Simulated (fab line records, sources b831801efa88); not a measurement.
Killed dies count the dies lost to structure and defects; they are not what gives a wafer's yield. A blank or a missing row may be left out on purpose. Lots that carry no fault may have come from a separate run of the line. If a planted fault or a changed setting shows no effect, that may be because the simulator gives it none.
The same fault as seen by 2 desks | flow sky130 | numbers are kept per desk, each desk with only its own; the story behind them comes last

## AT THE TOOL OWNER'S DESK: rie-diel-04
The tool's own readings at SKY_VIA3_ETCH_14 (etches BARC in N2/H2, stops on SiO2, time 45.9 s, target depth 60 nm): means of the sampled wafers that have a number, for each lot that ran on this tool. Marked OUT: a lot whose mean sits more than 4 standard deviations from the usual mean, which makes it out of limits; the brackets give that distance.
Columns: A = drypump-motor-current-A at SKY_VIA3_ETCH_14, usual 5.7 A; B = oes-product-au at SKY_VIA3_ETCH_14, usual 0.854 a.u.; C = run-length-s at SKY_VIA3_ETCH_14, usual 74.4 s; D = throttle-valve-pct at SKY_VIA3_ETCH_14, usual 13.225 %
lot  | first seen here | A   | B                | C               | D
L872 | day 41 16:20    | 6.1 | 0.851            | 74.4            | 13.222
L880 | day 44 06:32    | 6.3 | 0.879 (+5.8) OUT | 72.8 (-4.0) OUT | 13.229
This desk's verdict: out of limits on L880, starting with L880 at day 44 06:32 (oes-product-au at SKY_VIA3_ETCH_14). Within limits: L872.

## FROM THE METROLOGY DESK
What the gauges read for every lot (on any tool): the sampled wafers with a number, averaged. Marked OUT: a lot whose mean sits more than 4 standard deviations from the usual mean, which makes it out of limits; the brackets give that distance.
Columns: A = VIA3_BOW at SKY_VIA3_BOW_MEAS_03, usual 79 um; B = cd-nm at SKY_VIA3_CD_MEAS_12, usual 199.9 nm; C = VIA3_OVL at SKY_VIA3_OVL_MEAS_13, usual -3 nm
lot  | first seen here | A  | B     | C
L872 | day 40 16:19    | 84 | 200.8 | -3
L874 | day 41 15:33    | 77 | 201.2 | -2
L879 | day 43 01:22    | 68 | 200.7 | -8
L880 | day 43 07:37    | 75 | 199.3 | 0
L889 | day 45 04:49    | 92 | 199.6 | 3
This desk's finding: nothing out of limits on any of the 5 lots.

## PUT TOGETHER
The tool owner's desk had the chance to raise an alarm at day 44 06:32 on L880.
At the metrology desk, nothing out of limits was observed.
The metrology desk holds a record of L880, inside its limits.
SKY_VIA3_ETCH_14 was run on rie-diel-04 by each of the lots named.

## WHAT THE SIMULATOR PUT IN
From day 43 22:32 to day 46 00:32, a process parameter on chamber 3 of rie-diel-04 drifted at SKY_VIA3_ETCH_14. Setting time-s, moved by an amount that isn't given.
Shown lots that were struck: L880.
Hours from the fault's start to each desk's first reading out of limits: the tool owner's desk, 8.
